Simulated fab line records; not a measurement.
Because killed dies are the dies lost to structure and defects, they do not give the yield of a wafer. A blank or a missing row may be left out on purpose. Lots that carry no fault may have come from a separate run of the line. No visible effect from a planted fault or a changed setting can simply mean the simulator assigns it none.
Chamber matching	flow gf180mcu	3 sister chambers for GF_CONTACT_CVD_00 on hdpcvd-02
The step deposits SiO2, target thk 300 nm, time 50 s. 6 wafers are shown with their chamber, then 7 later ones without.

== WAFERS, EACH WITH ITS CHAMBER ==
wafer	chamber	sih4_flow_sccm (sccm)
L447.6	1	60.19
L451.2	1	59.96
L451.3	0	59.73
L451.4	2	60.16
L458.1	2	59.79
L458.3	0	60.24

== WAFERS WITHOUT THEIR CHAMBER ==
wafer	sih4_flow_sccm (sccm)
L458.4	60.09
L467.1	60.12
L467.3	60.06
L467.6	59.89
L468.1	60.52
L468.2	60.14
L468.3	59.69

== EACH ONE'S CHAMBER ==
wafer	from the rows above	in truth
L458.4	can't be placed: 1 or 0 or 2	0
L467.1	can't be placed: 1 or 0 or 2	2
L467.3	can't be placed: 1 or 0 or 2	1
L467.6	can't be placed: 2 or 0 or 1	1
L468.1	can't be placed: 1 or 0 or 2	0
L468.2	can't be placed: 1 or 0 or 2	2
L468.3	can't be placed: 2 or 0 or 1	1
0 of 7 placed correctly. These rows do not allow placing 7 (true chamber among the candidates in 7). Wrongly placed: 0.
How it was worked out, from the rows above alone: a wafer's distance from a chamber is the root of the sum, over the readings, of the square of ((its reading less the chamber's mean) divided by the reading's scatter). If the next closest chamber is less than 2 further off than the closest, the wafer can't be placed; otherwise it belongs to the closest. For every chamber, the mean is computed from those of its wafers that are shown. The scatter is the square root of a quotient: the sum, over the shown wafers, of each reading's squared deviation from its chamber's mean, divided by wafers minus chambers.
